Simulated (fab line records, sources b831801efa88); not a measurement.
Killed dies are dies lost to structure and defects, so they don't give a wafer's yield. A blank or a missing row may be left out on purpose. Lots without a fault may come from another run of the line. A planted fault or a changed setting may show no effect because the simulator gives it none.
One fault seen from 2 desks | flow sky130 | each desk has only its own numbers; what lay behind them comes last

THE METROLOGY DESK
What the gauges read, lot by lot, whatever tool the lot ran on: means of the sampled wafers that have a number. A lot is out of limits, marked OUT, if its mean lies more than 4 standard deviations from the usual mean; the brackets give that distance.
Columns: A = CAPM_CVD_00_THK at SKY_CAPM_THK_MEAS_01, usual 15.46 nm
lot  | first seen here | A
L911 | day 38 04:38    | 15.35
L910 | day 38 05:20    | 15.20
L909 | day 38 05:33    | 15.39
L913 | day 38 05:56    | 15.53
L914 | day 38 06:13    | 15.34
L919 | day 40 08:56    | 15.55
L922 | day 40 09:51    | 15.56
L926 | day 41 11:43    | 15.15
L928 | day 42 07:42    | 15.23
L930 | day 42 16:31    | 15.53
L929 | day 42 17:49    | 15.80
This desk's finding: nothing out of limits on any of the 11 lots.

THE TOOL OWNER'S DESK: pvd_sputter-04
The tool's own readings at SKY_METAL3_SPUTTER_02 (material AlCu, target thk 735 nm, time 39.1 s): means of the sampled wafers that have a number, for each lot that ran on this tool. A lot is out of limits, marked OUT, if its mean lies more than 4 standard deviations from the usual mean; the brackets give that distance.
Columns: A = throttle_valve_pct at SKY_METAL3_SPUTTER_02, usual 30.2 %
lot  | first seen here | A
L911 | day 38 04:29    | 29.8
L909 | day 38 05:25    | 30.4
L914 | day 38 06:05    | 29.2
L919 | day 40 08:48    | 31.0
L922 | day 40 09:42    | 30.4
This desk's finding: nothing out of limits on any of the 5 lots.

PUT TOGETHER
The metrology desk saw nothing out of limits.
The tool owner's desk saw nothing out of limits.

WHAT THE SIMULATOR HAD PUT IN
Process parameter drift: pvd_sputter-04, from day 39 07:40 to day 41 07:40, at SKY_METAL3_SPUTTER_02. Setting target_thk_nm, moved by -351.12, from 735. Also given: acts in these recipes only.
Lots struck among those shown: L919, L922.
